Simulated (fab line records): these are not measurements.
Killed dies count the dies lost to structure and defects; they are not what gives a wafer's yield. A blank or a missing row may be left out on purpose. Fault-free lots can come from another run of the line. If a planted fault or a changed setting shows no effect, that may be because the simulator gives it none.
fab line records | flow sky130
[record] lots = 24 wafers = 72 last_day = 50
route steps=708 shown NWELL@67 VT_ADJUST_NCORE@126 SONOS_TUNNEL@166 SONOS_ONO@171
lots that met no fault: from a run of the same line without faults
start_h: start of the lot's first displayed wafer, in hours after the record's first day | wait_h: hours elapsed since this lot's preceding step | " as in the row above | L1.1+2: several wafers, shown together as one row | - either no value or no given start | * or withheld: withheld | < > ~ a bound
route shown NAME@n: a module of which the file shows steps, and the number in the route of the first | usual: the fault-free wafers' mean and standard deviation | same: alike in all rows | chamber/n: place in a boat | sites: per-site readings | _std_site: the standard deviation of these | _edge_site: mean of outer sites minus mean of inner sites | radius_mm: how far each site lies from the wafer's centre | mask NAME#n: copy n | behind: tool/chamber where the wafer was last shaped | hold: cause of the lot's hold/its duration in hours/its outcome | device: the n, p or np transistor that did not switch | end of line: the same wafers' tests at the end of the route | where a step has no rows: the recipe by itself | killed: dies lost to structure and defects at the first sort, not the wafer's yield | map: dies across one wafer; x = killed, . = not, _ = none there
set.NAME: the run value of the setting; set.NAME@STEP: its run value at that earlier step | model.NAME: the simulator's own value behind a step, which no gauge read
one table for each step of the route and one row for each wafer, over a sample of lots
services: the hour from which a tool's chamber was out of use, counted from the record's first day as start_h (under 0 if before that day), plus the number of hours and why
[[steps]]
[step SKY_NWELL_STRIP_14]
[recipe] chemistry = O2/N2 power_w = 1400 pressure_mtorr = 1500 platen_temp_c = withheld o2_flow_sccm = 3000 n2_flow_sccm = 300 overash_fraction = 0.5
[usual] drypump_motor_current_A = 6.0/0.57 oes_product_au = 0.722/0.0046 strip_time_to_endpoint_s = 36.94/0.088
// columns lot.wafer tool chamber start_h wait_h drypump_motor_current_A oes_product_au rf_hours_counter_h strip_time_to_endpoint_s
L074.3 plasma_asher-02 0 90.04 0.1 5.2 0.724 - 36.88
L074.5 " 0 " " 5.2 0.714 - 36.93
L074.6 " 1 " " 6.6 0.717 - 36.88
L075.3 plasma_asher-04 1 92.10 0.1 5.3 0.728 - 36.99
L075.5 " 0 " " 6.5 0.724 - 37.06
L075.6 " 1 " " 5.4 0.722 - 36.94
L076.2 plasma_asher-02 1 98.16 0.1 6.5 0.720 42 36.89
L076.4 " 0 " " 5.2 0.726 - 36.94
L076.6 " 1 " " 6.5 0.725 - 36.83
L077.1 plasma_asher-02 0 100.47 0.1 5.2 0.721 43 36.91
L077.4 " 0 " " 5.2 0.720 - 36.85
L077.5 " 0 " " 5.2 0.727 - 36.85
L078.1 plasma_asher-04 0 105.71 0.1 6.5 0.726 42 36.90
L078.4 " 1 " " 5.3 0.724 - 36.87
L078.5 " 1 " " 5.3 0.715 - 36.85
L079.2 plasma_asher-02 1 117.11 0.1 6.5 0.717 45 36.96
L079.5 " 1 " " 6.6 0.725 - 36.95
L079.6 " 0 " " 5.2 0.717 - 37.10
L080.1 plasma_asher-04 0 118.22 0.1 6.5 0.719 0 36.85
L080.3 " 1 " " 5.3 0.727 - 36.95
L080.4 " 0 " " 6.5 0.727 - 36.98
L081.3 plasma_asher-01 1 122.36 0.1 6.5 0.720 - 37.10
L081.4 " 0 " " 5.8 0.719 - 36.90
L081.6 " 1 " " 6.5 0.725 - 36.95
L082.3 plasma_asher-02 1 129.04 0.1 6.5 0.718 - 36.97
L082.4 " 0 " " 5.2 0.719 - 36.91
L082.6 " 0 " " 5.2 0.727 - 37.00
L083.1 plasma_asher-02 0 134.77 0.1 5.2 0.720 47 36.80
L083.2 " 1 " " 6.6 0.728 47 36.71
L083.4 " 0 " " 5.2 0.717 - 36.74
L084.1 plasma_asher-01 1 139.01 0.1 6.5 0.723 47 36.99
L084.2 " 0 " " 5.8 0.725 47 36.98
L084.4 " 0 " " 5.8 0.722 - 36.96
L085.1 plasma_asher-02 1 145.02 0.1 6.5 0.722 47 36.98
L085.4 " 1 " " 6.5 0.725 - 36.83
L085.5 " 0 " " 5.2 0.723 - 36.95
L086.2 plasma_asher-01 0 151.81 0.1 5.8 0.724 48 37.01
L086.4 " 1 " " 6.5 0.725 - 36.97
L086.5 " 0 " " 5.8 0.728 - 37.00
L087.1 plasma_asher-04 0 157.47 0.1 6.5 0.720 4 36.85
L087.3 " 1 " " 5.3 0.714 - 36.93
L087.5 " 1 " " 5.3 0.725 - 36.82
L088.1 plasma_asher-01 0 162.22 0.1 5.8 0.719 49 37.03
L088.3 " 1 " " 6.4 0.718 - 36.94
L088.4 " 0 " " 5.8 0.719 - 36.97
L089.1 plasma_asher-02 1 166.16 0.1 6.6 0.723 50 36.92
L089.4 " 1 " " 6.5 0.726 - 36.94
L089.5 " 1 " " 6.5 0.720 - 36.87
L090.1 plasma_asher-01 0 172.27 0.1 5.8 0.725 50 36.98
L090.4 " 0 " " 5.8 0.731 - 36.97
L090.5 " 0 " " 5.8 0.727 - 37.02
L091.2 plasma_asher-02 1 181.37 0.1 6.6 0.717 51 36.91
L091.3 " 0 " " 5.2 0.722 - 36.98
L091.4 " 1 " " 6.6 0.720 - 36.97
L092.4 plasma_asher-01 0 190.34 0.1 5.8 0.723 - 37.08
L092.5 " 0 " " 5.8 0.719 - 37.01
L092.6 " 1 " " 6.5 0.721 - 37.02
L097.1 plasma_asher-04 0 229.82 0.1 6.5 0.722 11 36.91
L097.2 " 1 " " 5.3 0.714 11 37.04
L097.4 " 0 " " 6.5 0.716 - 37.00
L094.3 plasma_asher-01 0 230.05 0.1 5.8 0.731 - 36.82
L094.4 " 1 " " 6.5 0.722 - 36.93
L094.6 " 0 " " 5.8 0.723 - 36.85
L095.1 plasma_asher-02 1 230.97 0.1 6.6 0.726 56 37.09
L095.3 " 1 " " 6.6 0.726 - 37.01
L095.6 " 1 " " 6.5 0.720 - 37.03
L096.2 plasma_asher-04 0 231.02 0.1 6.5 0.726 11 36.98
L096.3 " 0 " " 6.5 0.713 - 36.94
L096.4 " 1 " " 5.3 0.727 - 36.98
L093.2 plasma_asher-01 1 231.32 0.1 6.5 0.725 56 36.97
L093.5 " 0 " " 5.8 0.716 - 36.91
L093.6 " 1 " " 6.5 0.713 - 37.04
[step SKY_NWELL_TW_MEAS_15]
[usual] NWELL_TW = 1813/15
// columns lot.wafer tool chamber start_h wait_h NWELL_TW
L074.3 film_metro-01 - 90.14 0.1 1826
L074.5 " - " " 1822
L074.6 " - " " 1829
L075.3 film_metro-02 - 92.19 0.1 1788
L075.5 " - " " 1788
L075.6 " - " " 1788
L076.2 film_metro-03 - 98.27 0.1 1796
L076.4 " - " " 1811
L076.6 " - " " 1808
L077.1 film_metro-02 - 100.57 0.1 1804
L077.4 " - " " 1805
L077.5 " - " " 1803
L078.1 film_metro-02 - 105.81 0.1 1819
L078.4 " - " " 1821
L078.5 " - " " 1816
L079.2 film_metro-01 - 117.22 0.1 1847
L079.5 " - " " 1836
L079.6 " - " " 1837
L080.1 film_metro-02 - 118.32 0.1 1818
L080.3 " - " " 1823
L080.4 " - " " 1812
L081.3 film_metro-02 - 122.44 0.1 1795
L081.4 " - " " 1791
L081.6 " - " " 1802
L082.3 film_metro-03 - 129.13 0.1 1819
L082.4 " - " " 1815
L082.6 " - " " 1820
L083.1 film_metro-02 - 134.87 0.1 1799
L083.2 " - " " 1803
L083.4 " - " " 1797
L084.1 film_metro-01 - 139.11 0.1 1819
L084.2 " - " " 1828
L084.4 " - " " 1829
L085.1 film_metro-02 - 145.12 0.1 1797
L085.4 " - " " 1797
L085.5 " - " " 1795
L086.2 film_metro-02 - 151.92 0.1 1783
L086.4 " - " " 1778
L086.5 " - " " 1794
L087.1 film_metro-03 - 157.57 0.1 1812
L087.3 " - " " 1826
L087.5 " - " " 1823
L088.1 film_metro-01 - 162.35 0.1 1830
L088.3 " - " " 1825
L088.4 " - " " 1825
L089.1 film_metro-01 - 166.29 0.1 1826
L089.4 " - " " 1837
L089.5 " - " " 1834
L090.1 film_metro-03 - 172.37 0.1 1813
L090.4 " - " " 1818
L090.5 " - " " 1827
L091.2 film_metro-01 - 181.48 0.1 1826
L091.3 " - " " 1821
L091.4 " - " " 1820
L092.4 film_metro-01 - 190.44 0.1 1808
L092.5 " - " " 1820
L092.6 " - " " 1822
L097.1 film_metro-03 - 229.92 0.1 1816
L097.2 " - " " 1800
L097.4 " - " " 1807
L094.3 film_metro-03 - 230.14 0.1 1802
L094.4 " - " " 1799
L094.6 " - " " 1801
L095.1 film_metro-03 - 231.07 0.1 1801
L095.3 " - " " 1805
L095.6 " - " " 1807
L096.2 film_metro-01 - 231.13 0.1 1819
L096.3 " - " " 1810
L096.4 " - " " 1815
L093.2 film_metro-03 - 231.43 0.1 1806
L093.5 " - " " 1815
L093.6 " - " " 1810
[step SKY_VT_ADJUST_NCORE_CD_MEAS_07]
[recipe] target_cd_nm = 380
[usual] cd_nm = 380.2/2.1
// columns lot.wafer tool chamber start_h wait_h cd_nm
L074.3 cd_sem-02 - 182.18 0.1 378.2
L074.5 " - " " 377.4
L074.6 " - " " 378.1
L075.3 cd_sem-02 - 184.19 0.1 380.9
L075.5 " - " " 377.4
L075.6 " - " " 379.2
L076.2 cd_sem-02 - 191.50 0.1 378.7
L076.4 " - " " 378.6
L076.6 " - " " 380.7
L077.1 cd_sem-01 - 192.65 0.1 385.4
L077.4 " - " " 385.4
L077.5 " - " " 383.9
L078.1 cd_sem-02 - 198.58 0.1 379.9
L078.4 " - " " 382.3
L078.5 " - " " 382.2
L079.2 cd_sem-02 - 213.76 0.1 376.0
L079.5 " - " " 380.7
L079.6 " - " " 381.3
L080.1 cd_sem-01 - 214.94 0.1 377.6
L080.3 " - " " 378.9
L080.4 " - " " 377.3
L081.3 cd_sem-02 - 220.12 0.1 380.1
L081.4 " - " " 380.9
L081.6 " - " " 378.4
L082.3 cd_sem-01 - 228.49 0.1 380.1
L082.4 " - " " 379.1
L082.6 " - " " 379.9
L083.1 cd_sem-02 - 238.34 0.1 382.1
L083.2 " - " " 381.9
L083.4 " - " " 382.0
L084.1 cd_sem-02 - 245.95 0.1 384.1
L084.2 " - " " 381.8
L084.4 " - " " 381.9
L085.1 cd_sem-01 - 252.19 0.1 381.4
L085.4 " - " " 380.8
L085.5 " - " " 380.2
L086.2 cd_sem-01 - 261.26 0.1 379.9
L086.4 " - " " 378.5
L086.5 " - " " 378.5
L087.1 cd_sem-01 - 266.29 0.1 380.2
L087.3 " - " " 379.2
L087.5 " - " " 381.0
L088.1 cd_sem-02 - 274.59 0.1 383.7
L088.3 " - " " 381.9
L088.4 " - " " 383.6
L089.1 cd_sem-01 - 276.43 0.1 382.1
L089.4 " - " " 382.3
L089.5 " - " " 382.1
L090.1 cd_sem-01 - 286.59 0.1 379.1
L090.4 " - " " 380.2
L090.5 " - " " 381.0
L091.2 cd_sem-01 - 298.01 0.1 378.5
L091.3 " - " " 380.3
L091.4 " - " " 380.3
L092.4 cd_sem-01 - 306.60 0.1 380.4
L092.5 " - " " 380.6
L092.6 " - " " 382.7
L097.1 cd_sem-01 - 355.19 0.1 378.8
L097.2 " - " " 380.3
L097.4 " - " " 380.4
L094.3 cd_sem-01 - 356.93 0.1 380.1
L094.4 " - " " 378.7
L094.6 " - " " 379.0
L095.1 cd_sem-01 - 357.45 0.1 379.7
L095.3 " - " " 379.5
L095.6 " - " " 381.2
L096.2 cd_sem-02 - 358.16 0.1 381.5
L096.3 " - " " 381.7
L096.4 " - " " 381.9
L093.2 cd_sem-01 - 358.81 0.1 378.1
L093.5 " - " " 377.2
L093.6 " - " " 376.2
[step SKY_VT_ADJUST_NCORE_OVL_MEAS_08]
[usual] VT_ADJUST_NCORE_OVL = 0.6/1.4
// columns lot.wafer tool chamber start_h wait_h VT_ADJUST_NCORE_OVL[nm]
L074.3 overlay-01 - 182.27 0.1 0.2
L074.5 " - " " 0.8
L074.6 " - " " 1.8
L075.3 overlay-01 - 184.29 0.1 1.0
L075.5 " - " " -0.6
L075.6 " - " " -0.6
L076.2 overlay-02 - 191.61 0.1 2.9
L076.4 " - " " 1.8
L076.6 " - " " 1.2
L077.1 overlay-01 - 192.77 0.1 1.7
L077.4 " - " " 0.5
L077.5 " - " " 0.5
L078.1 overlay-01 - 198.70 0.1 -0.9
L078.4 " - " " -2.5
L078.5 " - " " -1.2
L079.2 overlay-02 - 213.86 0.1 0.3
L079.5 " - " " 1.0
L079.6 " - " " 0.8
L080.1 overlay-02 - 215.06 0.1 1.3
L080.3 " - " " 1.3
L080.4 " - " " 0.9
L081.3 overlay-01 - 220.22 0.1 1.5
L081.4 " - " " 0.4
L081.6 " - " " 1.5
L082.3 overlay-01 - 228.59 0.1 1.2
L082.4 " - " " 0.0
L082.6 " - " " 3.1
L083.1 overlay-01 - 238.46 0.1 -1.7
L083.2 " - " " -1.3
L083.4 " - " " -0.1
L084.1 overlay-01 - 246.07 0.1 1.2
L084.2 " - " " 0.4
L084.4 " - " " 0.6
L085.1 overlay-01 - 252.31 0.1 0.0
L085.4 " - " " 3.1
L085.5 " - " " 1.6
L086.2 overlay-02 - 261.36 0.1 -0.4
L086.4 " - " " 2.3
L086.5 " - " " 1.4
L087.1 overlay-01 - 266.41 0.1 0.7
L087.3 " - " " -1.5
L087.5 " - " " -2.3
L088.1 overlay-02 - 274.71 0.1 -0.6
L088.3 " - " " 0.3
L088.4 " - " " 0.6
L089.1 overlay-01 - 276.55 0.1 -0.2
L089.4 " - " " 0.6
L089.5 " - " " -2.1
L090.1 overlay-01 - 286.71 0.1 0.8
L090.4 " - " " 1.7
L090.5 " - " " 0.0
L091.2 overlay-02 - 298.11 0.1 0.8
L091.3 " - " " -0.2
L091.4 " - " " -0.2
L092.4 overlay-02 - 306.67 0.1 1.3
L092.5 " - " " 1.5
L092.6 " - " " 2.5
L097.1 overlay-01 - 355.31 0.1 0.8
L097.2 " - " " 1.4
L097.4 " - " " -0.3
L094.3 overlay-01 - 357.02 0.1 1.2
L094.4 " - " " 1.1
L094.6 " - " " 2.8
L095.1 overlay-02 - 357.57 0.1 1.8
L095.3 " - " " 1.2
L095.6 " - " " 2.5
L096.2 overlay-02 - 358.26 0.1 1.1
L096.3 " - " " -0.7
L096.4 " - " " 1.6
L093.2 overlay-02 - 358.91 0.1 0.3
L093.5 " - " " 1.1
L093.6 " - " " -0.9
[step SKY_SONOS_TUNNEL_TW_MEAS_12]
[usual] SONOS_TUNNEL_TW = 197.3/1.3
// columns lot.wafer tool chamber start_h wait_h SONOS_TUNNEL_TW
L074.3 film_metro-04 - 249.88 0.0 197.8
L074.5 " - " " 198.2
L074.6 " - " " 197.5
L075.3 film_metro-01 - 251.15 0.0 195.6
L075.5 " - " " 196.0
L075.6 " - " " 195.8
L076.2 film_metro-01 - 260.75 0.0 195.4
L076.4 " - " " 195.5
L076.6 " - " " 196.4
L077.1 film_metro-01 - 261.94 0.0 195.2
L077.4 " - " " 196.1
L077.5 " - " " 194.7
L078.1 film_metro-01 - 267.45 0.0 195.4
L078.4 " - " " 195.9
L078.5 " - " " 195.1
L079.2 film_metro-04 - 285.20 0.0 199.8
L079.5 " - " " 198.7
L079.6 " - " " 199.5
L080.1 film_metro-04 - 287.53 0.0 199.8
L080.3 " - " " 200.1
L080.4 " - " " 198.7
L081.3 film_metro-04 - 292.87 0.0 197.8
L081.4 " - " " 198.5
L081.6 " - " " 198.7
L082.3 film_metro-01 - 301.60 0.0 196.4
L082.4 " - " " 194.5
L082.6 " - " " 196.4
L083.1 film_metro-04 - 311.37 0.0 199.3
L083.2 " - " " 198.6
L083.4 " - " " 197.0
L084.1 film_metro-01 - 321.45 0.0 196.0
L084.2 " - " " 197.4
L084.4 " - " " 196.7
L085.1 film_metro-01 - 328.04 0.0 196.9
L085.4 " - " " 195.0
L085.5 " - " " 196.6
L086.2 film_metro-01 - 337.59 0.0 196.2
L086.4 " - " " 196.0
L086.5 " - " " 195.8
L087.1 film_metro-04 - 344.46 0.0 197.1
L087.3 " - " " 197.5
L087.5 " - " " 198.1
L088.1 film_metro-01 - 353.32 0.0 196.5
L088.3 " - " " 197.4
L088.4 " - " " 196.3
L089.1 film_metro-04 - 356.39 0.0 198.8
L089.4 " - " " 198.7
L089.5 " - " " 198.7
L090.1 film_metro-04 - 366.80 0.0 197.7
L090.4 " - " " 197.8
L090.5 " - " " 198.1
L091.2 film_metro-01 - 378.99 0.0 196.0
L091.3 " - " " 195.8
L091.4 " - " " 195.9
L092.4 film_metro-04 - 389.52 0.0 197.7
L092.5 " - " " 197.6
L092.6 " - " " 197.1
L097.1 film_metro-04 - 444.85 0.0 197.5
L097.2 " - " " 197.5
L097.4 " - " " 197.6
L094.3 film_metro-01 - 447.51 0.0 197.3
L094.4 " - " " 196.6
L094.6 " - " " 198.2
L095.1 film_metro-04 - 447.92 0.0 198.6
L095.3 " - " " 197.8
L095.6 " - " " 198.5
L096.2 film_metro-04 - 448.81 0.0 198.3
L096.3 " - " " 198.3
L096.4 " - " " 197.7
L093.2 film_metro-04 - 449.14 0.0 197.9
L093.5 " - " " 197.9
L093.6 " - " " 198.8
[step SKY_SONOS_ONO_THK_MEAS_03]
[recipe] reads = Si3N4_of_SONOS_ONO_CVD_02
[usual] SONOS_ONO_CVD_02_THK = 10.58/0.14
// columns lot.wafer tool chamber start_h wait_h SONOS_ONO_CVD_02_THK[nm]
L074.3 film_metro-03 - 252.41 0.0 10.90
L074.5 " - " " 10.77
L074.6 " - " " 10.93
L075.3 film_metro-04 - 255.28 0.0 10.72
L075.5 " - " " 10.53
L075.6 " - " " 10.65
L076.2 film_metro-01 - 263.84 0.0 10.73
L076.4 " - " " 10.62
L076.6 " - " " 10.50
L077.1 film_metro-03 - 266.67 0.0 10.59
L077.4 " - " " 10.63
L077.5 " - " " 10.58
L078.1 film_metro-04 - 272.21 0.0 10.26
L078.4 " - " " 10.47
L078.5 " - " " 10.31
L079.2 film_metro-01 - 289.79 0.0 10.67
L079.5 " - " " 10.49
L079.6 " - " " 10.49
L080.1 film_metro-03 - 290.87 0.0 10.61
L080.3 " - " " 10.74
L080.4 " - " " 10.64
L081.3 film_metro-04 - 299.94 0.0 10.51
L081.4 " - " " 10.46
L081.6 " - " " 10.46
L082.3 film_metro-01 - 306.18 0.0 10.55
L082.4 " - " " 10.45
L082.6 " - " " 10.50
L083.1 film_metro-01 - 320.12 0.0 10.68
L083.2 " - " " 10.55
L083.4 " - " " 10.59
L084.1 film_metro-04 - 327.43 0.0 10.56
L084.2 " - " " 10.44
L084.4 " - " " 10.46
L085.1 film_metro-04 - 330.65 0.0 10.55
L085.4 " - " " 10.56
L085.5 " - " " 10.68
L086.2 film_metro-04 - 342.38 0.0 10.52
L086.4 " - " " 10.41
L086.5 " - " " 10.60
L087.1 film_metro-04 - 348.30 0.0 10.54
L087.3 " - " " 10.62
L087.5 " - " " 10.67
L088.1 film_metro-03 - 356.51 0.0 10.64
L088.3 " - " " 10.70
L088.4 " - " " 10.74
L089.1 film_metro-04 - 361.91 0.0 10.76
L089.4 " - " " 10.59
L089.5 " - " " 10.77
L090.1 film_metro-04 - 369.39 0.0 10.60
L090.4 " - " " 10.51
L090.5 " - " " 10.63
L091.2 film_metro-04 - 383.46 0.0 10.37
L091.3 " - " " 10.36
L091.4 " - " " 10.51
L092.4 film_metro-01 - 393.94 0.0 10.50
L092.5 " - " " 10.62
L092.6 " - " " 10.65
L097.1 film_metro-04 - 447.38 0.0 10.30
L097.2 " - " " 10.38
L097.4 " - " " 10.36
L094.3 film_metro-03 - 450.04 0.0 10.49
L094.4 " - " " 10.61
L094.6 " - " " 10.58
L095.1 film_metro-01 - 453.19 0.0 10.55
L095.3 " - " " 10.51
L095.6 " - " " 10.70
L093.2 film_metro-03 - 453.20 0.0 10.70
L093.5 " - " " 10.69
L093.6 " - " " 10.64
L096.2 film_metro-04 - 453.21 0.0 10.73
L096.3 " - " " 10.64
L096.4 " - " " 10.70
[[services]]
// columns tool chamber start_h hours kind
plasma_asher-02 - 87.87 0.4 repair
plasma_asher-02 - 92.71 2.8 pm
plasma_asher-04 - 94.85 8.8 repair
plasma_asher-01 - 101.14 1.3 repair
plasma_asher-04 - 108.75 9.0 pm
plasma_asher-04 0 108.75 9.0 vent_cycle
plasma_asher-04 1 108.75 9.0 vent_cycle
plasma_asher-04 0 117.75 - clean
plasma_asher-04 1 117.75 - clean
plasma_asher-01 - 157.31 2.8 pm
[[key]]
fault none
